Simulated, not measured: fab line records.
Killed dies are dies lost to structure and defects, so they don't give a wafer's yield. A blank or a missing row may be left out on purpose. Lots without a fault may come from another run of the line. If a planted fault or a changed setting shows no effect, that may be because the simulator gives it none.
Matching of chambers -- flow gf180mcu -- GF_PASSIVATION_ETCH_11 on rie_diel-02 has 4 sister chambers
The step etches the open film in CF4/O2, stops on TiN, target depth 2040 nm, time 453.3 s. 24 wafers are shown with their chamber, then 12 later ones without.

## WAFERS, EACH WITH ITS CHAMBER
wafer,chamber,drypump_motor_current_A (A),oes_product_au (a.u.),chamber_pressure_mTorr (mTorr)
L074.1,0,5.7,0.975,149.96
L074.4,1,6.0,0.991,150.15
L074.5,2,5.3,0.985,150.10
L076.1,0,5.8,1.000,149.66
L076.3,2,5.2,0.990,150.00
L076.5,1,5.9,1.007,149.95
L077.2,0,5.8,0.989,149.83
L077.3,3,6.3,0.985,149.84
L077.5,0,5.7,0.990,149.99
L080.1,1,6.0,0.995,150.05
L080.2,0,5.8,0.983,150.03
L080.5,3,6.3,0.986,149.91
L083.3,3,6.3,0.989,149.93
L083.4,2,5.3,0.988,150.09
L083.6,3,6.3,0.984,149.86
L087.1,0,5.7,0.992,149.85
L087.5,0,5.7,0.973,149.91
L087.6,3,6.3,0.991,149.99
L088.1,1,5.9,0.998,150.29
L088.2,0,5.8,0.983,149.96
L088.4,2,5.2,0.995,149.99
L089.1,0,5.8,0.986,149.85
L089.2,1,5.9,0.994,149.87
L089.3,3,6.3,0.992,150.03

SIGNATURES, as means of the wafers listed above
reading,chamber 0,chamber 1,chamber 2,chamber 3,scatter within a chamber
drypump_motor_current_A,5.756,5.940,5.250,6.300,0.047
oes_product_au,0.98567,0.99700,0.98950,0.98783,0.00641
chamber_pressure_mTorr,149.8933,150.0620,150.0450,149.9267,0.111
Rule: for a wafer and a chamber, the distance is found by dividing, reading by reading, the gap between the wafer's reading and the chamber's mean by the reading's scatter, squaring, summing and taking the root. If the next closest chamber is less than 2 further off than the closest, the wafer can't be placed; otherwise it belongs to the closest. How the scatter is found: for the shown wafers, subtract from each reading the mean of its chamber, square and add these, divide the total by (wafers less chambers), then take the root.

## WAFERS WITHOUT THEIR CHAMBER
wafer,drypump_motor_current_A (A),oes_product_au (a.u.),chamber_pressure_mTorr (mTorr)
L091.2,6.3,0.988,150.07
L091.3,5.9,0.995,150.05
L091.6,5.3,0.985,150.13
L094.2,5.8,0.985,149.96
L094.3,6.3,1.005,150.11
L094.4,5.9,1.005,150.07
L095.1,5.9,0.993,149.94
L095.5,5.8,0.976,150.06
L095.6,5.9,0.995,149.75
L097.2,5.2,0.988,150.13
L097.4,6.3,0.988,150.05
L097.5,5.7,0.972,150.21

## EACH ONE'S CHAMBER
wafer,from the rows above,in truth
L091.2,3,3
L091.3,1,1
L091.6,2,2
L094.2,0,0
L094.3,3,3
L094.4,1,1
L095.1,can't be placed: 1 or 0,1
L095.5,0,0
L095.6,can't be placed: 1 or 0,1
L097.2,2,2
L097.4,3,3
L097.5,0,0
10 of 12 placed correctly. These rows do not allow placing 2 (true chamber among the candidates in 2). Placed wrongly: 0.
